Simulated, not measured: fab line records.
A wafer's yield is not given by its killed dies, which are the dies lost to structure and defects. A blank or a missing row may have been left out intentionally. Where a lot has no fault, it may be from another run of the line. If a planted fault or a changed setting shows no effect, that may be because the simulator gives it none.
Which of the tools did it?    flow gf180mcu    Sampling: 7 lots, 21 wafers, 2 of 602 route steps

## WHAT THE GAUGES SHOWED, per wafer
GF_M5_CD_MEAS_07: the cd target is 280 nm.
lot   measured      on        cdNm (nm)
L443  day 27 03:05  cdSem-01  278.7 279.6 277.8
L448  day 29 07:20  cdSem-01  - - -
L453  day 30 19:38  cdSem-01  281.0 280.3 279.9
L456  day 31 10:37  cdSem-01  279.4 280.4 280.9
L458  day 31 17:35  cdSem-01  278.7 279.4 278.7
L460  day 32 06:29  cdSem-01  281.9 282.2 281.5
L463  day 32 22:07  cdSem-02  281.2 281.1 282.4

## TOOL THAT RAN EACH LOT (tool first, then ch and the chambers of the sampled wafers, then the start)
lot   GF_M5_EXPOSE_04
L443  krfScanner-01 ch 0, day 26 17:37
L448  krfScanner-01, day 28 21:31
L453  krfScanner-01 ch 0, day 30 10:15
L456  krfScanner-01 ch 0, day 31 02:28
L458  krfScanner-01 ch 0, day 31 08:26
L460  krfScanner-02 ch 0, day 31 21:38
L463  krfScanner-01 ch 0, day 32 13:49
- GF_M5_EXPOSE_04: exposes mask Metal5, target cd 280 nm.

## THE ANSWER, worked out from the rows above alone
Rule: usual is defined by the lots themselves. The widest of any qualifying gaps counts: lots, ordered by their means at a reading, are off when they make up no more than a third of the lots, leave a main group of 4 or more, and stand apart from it by 3 or more times the standard deviation of that group's means. The tables above print the reading to a certain number of digits; a main group whose means all agree to those digits is not used. Also off: a lot with no number at a reading for which 4 or more lots have one. Where the step has rows for the other lots, those lots are counted as sound.
Off: L448 (GF_M5_CD_MEAS_07, cdNm). Without a number there: L448. The main group: mean 280.3 nm, standard deviation 1.2.
A tool fits if, at a process step before that reading, it ran every lot that is off, and no sound lot after the first of them. Gauges at GF_M5_CD_MEAS_07: tried the same way as those tools. Of those tried, none fits.

## WHAT HAD BEEN PUT IN BY THE SIMULATOR
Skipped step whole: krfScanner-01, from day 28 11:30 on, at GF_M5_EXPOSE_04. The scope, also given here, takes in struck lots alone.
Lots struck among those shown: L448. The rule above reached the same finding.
